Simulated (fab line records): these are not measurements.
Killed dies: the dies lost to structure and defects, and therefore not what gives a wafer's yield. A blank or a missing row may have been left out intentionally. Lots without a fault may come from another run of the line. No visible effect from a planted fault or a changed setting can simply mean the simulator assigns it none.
Chamber matching :: flow sky130 :: SKY_FIELD_ISO_ETCH_17 on rie-si-02 has 4 sister chambers
The step etches Si in HBr/Cl2/O2, target depth 342 nm, time 97.7 s. 4 wafers are shown with their chamber, then 7 later ones without.

== WAFERS PAIRED WITH THEIR CHAMBERS ==
wafer: L115.1
chamber: 0
drypump-motor-current-A (A): 5.1

wafer: L115.4
chamber: 1
drypump-motor-current-A (A): 5.8

wafer: L117.2
chamber: 2
drypump-motor-current-A (A): 5.1

wafer: L117.4
chamber: 3
drypump-motor-current-A (A): 6.3

== WAFERS MISSING THEIR CHAMBER ==
wafer: L117.5
drypump-motor-current-A (A): 5.2

wafer: L119.1
drypump-motor-current-A (A): 5.1

wafer: L119.3
drypump-motor-current-A (A): 6.3

wafer: L119.4
drypump-motor-current-A (A): 5.1

wafer: L121.2
drypump-motor-current-A (A): 5.2

wafer: L121.5
drypump-motor-current-A (A): 5.2

wafer: L121.6
drypump-motor-current-A (A): 5.8

== WHICH CHAMBER EACH WENT THROUGH ==
wafer: L117.5
from the rows above: can't be placed: 0 or 2
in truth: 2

wafer: L119.1
from the rows above: can't be placed: 0 or 2
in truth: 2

wafer: L119.3
from the rows above: 3
in truth: 3

wafer: L119.4
from the rows above: can't be placed: 0 or 2
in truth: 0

wafer: L121.2
from the rows above: can't be placed: 0 or 2
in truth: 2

wafer: L121.5
from the rows above: can't be placed: 0 or 2
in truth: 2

wafer: L121.6
from the rows above: 1
in truth: 1
Correct placement for 2 of the 7. Cannot be placed on the basis of these rows: 5; the candidates contain the true chamber in 5. Placed wrongly: 0.
How it was worked out, from the rows above alone: a wafer's distance from a chamber is the root of the sum, over the readings, of the square of ((its reading less the chamber's mean) divided by the reading's scatter). If the next closest chamber is less than 2 further off than the closest, the wafer can't be placed; otherwise it belongs to the closest. A chamber's mean is the mean of its shown wafers. The scatter (one wafer shown for each chamber): square how far every hidden wafer sits from the nearest shown wafer, average those squares and take the square root.
